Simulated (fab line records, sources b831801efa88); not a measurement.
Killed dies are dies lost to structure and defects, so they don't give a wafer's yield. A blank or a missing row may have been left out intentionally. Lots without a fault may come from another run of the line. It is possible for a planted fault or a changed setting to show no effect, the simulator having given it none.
Which tool was responsible?	flow gf180mcu	Sampling: 14 lots, 41 wafers, 5 of 602 route steps

## WHAT THE GAUGES READ, wafer by wafer
GF_VT_IMPLANT_OVL_MEAS_40. Usual: for VT_IMPLANT_03_OVL the level is 0.9 nm and the standard deviation is 1.5.
lot	measured	on	VT_IMPLANT_03_OVL (nm)	flag
L665	day 8 09:47	overlay-02	1.7 1.5 -0.3	
L666	day 8 10:05	overlay-01	4.1 0.4 1.4	
L669	day 8 18:58	overlay-01	2.4 2.0 0.1	
L668	day 8 21:41	overlay-01	1.0 -1.8 -0.5	
L670	day 9 07:31	overlay-01	0.9 0.8 -1.6	
L672	day 9 16:56	overlay-02	0.9 2.2 -1.5	
L673	day 9 23:14	overlay-02	2.8 1.0 3.2	
L674	day 10 09:17	overlay-02	-1.3 1.5 1.0	
L676	day 10 20:52	overlay-02	0.2 -0.2 -0.2	
L677	day 11 05:03	overlay-02	2.0 0.3	
L678	day 11 09:57	overlay-02	0.5 0.6 1.7	
L685	day 13 14:51	overlay-01	2.7 1.3 2.0	
L686	day 13 15:58	overlay-02	1.0 -1.7 0.3	
L687	day 13 23:47	overlay-01	1.2 1.3 2.7	

GF_HV_LDD_OVL_MEAS_20. Usual: for HV_LDD_01_OVL the level is 0.9 nm and the standard deviation is 1.4.
lot	measured	on	HV_LDD_01_OVL (nm)	flag
L665	day 11 15:35	overlay-02	0.3 0.5 1.2	
L666	day 11 15:58	overlay-02	2.5 1.3 1.2	
L669	day 12 03:26	overlay-02	1.0 1.0 0.1	
L668	day 12 07:28	overlay-01	2.6 2.2 1.2	
L670	day 12 18:20	overlay-01	0.5 1.6 1.6	
L672	day 13 06:56	overlay-01	-2.7 0.0 -1.2	
L673	day 13 11:14	overlay-01	-2.6 0.4 -0.9	
L674	day 13 23:49	overlay-02	0.1 -0.5 -0.3	
L676	day 14 14:56	overlay-02	2.5 3.1 2.4	
L677	day 14 20:50	overlay-02	-0.3 -1.2	
L678	day 15 03:49	overlay-01	1.0 1.3 0.8	
L685	day 17 12:52	overlay-02	1.5 1.6 1.0	
L686	day 17 15:49	overlay-02	1.4 2.9 0.4	
L687	day 18 01:43	overlay-02	1.1 1.1 1.2	

GF_HV_LDD_RS_MEAS_53: a four-point-probe measurement. Usual: for HV_LDD_RS the level is 418.4 ohm/sq and the standard deviation is 0.75.
lot	measured	on	HV_LDD_RS (ohm/sq)	flag
L665	day 13 08:18	film_metro-02	418.4 417.4 417.4	
L666	day 13 08:53	film_metro-02	418.8 417.1 418.4	
L669	day 13 20:24	film_metro-03	418.7 419.9 419.9	
L668	day 14 01:23	film_metro-03	418.5 417.5 418.0	
L670	day 14 12:17	film_metro-02	417.8 416.9 418.3	
L672	day 15 01:27	film_metro-03	417.6 417.9 418.0	
L673	day 15 06:09	film_metro-03	419.7 418.2 418.2	
L674	day 15 19:09	film_metro-02	418.2 418.9 418.9	
L676	day 16 10:58	film_metro-03	417.4 424.3 424.4	OFF
L677	day 16 17:50	film_metro-03	424.7 423.9	OFF
L678	day 17 00:44	film_metro-04	418.5 417.5 418.5	
L685	day 19 14:47	film_metro-04	418.5 417.2 418.0	
L686	day 19 17:30	film_metro-04	418.6 418.0 418.0	
L687	day 20 03:20	film_metro-03	418.9 419.0 418.6	

GF_NSD_OVL_MEAS_08. Usual: for NSD_OVL the level is -0.6 nm and the standard deviation is 1.4.
lot	measured	on	NSD_OVL (nm)	flag
L665	day 14 08:20	overlay-01	-1.9 -1.5 -3.0	
L666	day 14 10:42	overlay-02	0.3 -1.0 -0.1	
L669	day 14 20:32	overlay-01	-1.2 -1.3 -1.2	
L668	day 15 00:50	overlay-01	-2.4 -1.4 -3.5	
L670	day 15 11:35	overlay-01	-0.4 -0.3 0.2	
L672	day 16 02:10	overlay-01	-3.2 -2.0 -2.2	
L673	day 16 06:28	overlay-01	-2.0 -2.7 -2.1	
L674	day 16 20:13	overlay-01	-0.7 -1.0 0.1	
L676	day 17 11:59	overlay-02	-0.4 -0.2 -2.1	
L677	day 17 19:26	overlay-02	-2.6 -1.3	
L678	day 18 02:12	overlay-02	-2.0 -2.3 1.9	
L685	day 20 16:57	overlay-02	0.8 -0.7 2.1	
L686	day 20 20:40	overlay-02	1.6 0.7 1.8	
L687	day 21 05:46	overlay-02	-0.6 -1.9 0.1	

## EACH LOT AND THE TOOL THAT RAN IT (in order: tool; ch and the chambers of the sampled wafers; start)
lot	GF_HV_LDD_IMPLANT_36
L665	implanter-01 ch 0, day 12 11:38
L666	implanter-02 ch 0, day 12 12:15
L669	implanter-04 ch 0, day 12 23:44
L668	implanter-01 ch 0, day 13 04:10
L670	implanter-02 ch 0, day 13 14:52
L672	implanter-04 ch 0, day 14 03:53
L673	implanter-02 ch 0, day 14 08:14
L674	implanter-02 ch 0, day 14 21:08
L676	implanter-02 ch 0, day 15 12:19
L677	implanter-02 ch 0, day 15 19:11
L678	implanter-04 ch 0, day 16 02:21
L685	implanter-01 ch 0, day 18 13:19
L686	implanter-01 ch 0, day 18 16:23
L687	implanter-04 ch 0, day 19 02:18
- GF_HV_LDD_IMPLANT_36

## WHAT THE TOOLS THEMSELVES READ (means of the sampled wafers that have a number; where no wafer has one, the mark that the record gives instead)
The record holds no such reading with a usual standard deviation.

## THE ANSWER, worked out from the rows above alone
Rule: lot off if the mean of its wafers having a number is beyond 3 standard deviations from the usual mean. Also off: a lot with no number at a reading for which 4 or more lots have one. All remaining lots with rows at the step are treated as sound. After the gauges, taken in route order, come the tools' own readings; for these a lot's mean is taken, as printed above. The first step at which some lot is off is used, and at that step the reading that is off furthest; a lot without a number counts as furthest.
Off: at GF_HV_LDD_RS_MEAS_53 (HV_LDD_RS), L676, L677.
A tool fits if, at a process step before that reading, it ran every lot that is off, and no sound lot after the first of them. Those tools and the gauges at GF_HV_LDD_RS_MEAS_53 are tried in the same way. One candidate fits, namely implanter-02 at GF_HV_LDD_IMPLANT_36. A fault onset in the window from L674 (day 14 21:08, its last sound lot) to L676 (day 15 12:19, its first lot off) fits.

## WHAT WAS PUT IN BY THE SIMULATOR
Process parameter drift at GF_HV_LDD_IMPLANT_36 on implanter-02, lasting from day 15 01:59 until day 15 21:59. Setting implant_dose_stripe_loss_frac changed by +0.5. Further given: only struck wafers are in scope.
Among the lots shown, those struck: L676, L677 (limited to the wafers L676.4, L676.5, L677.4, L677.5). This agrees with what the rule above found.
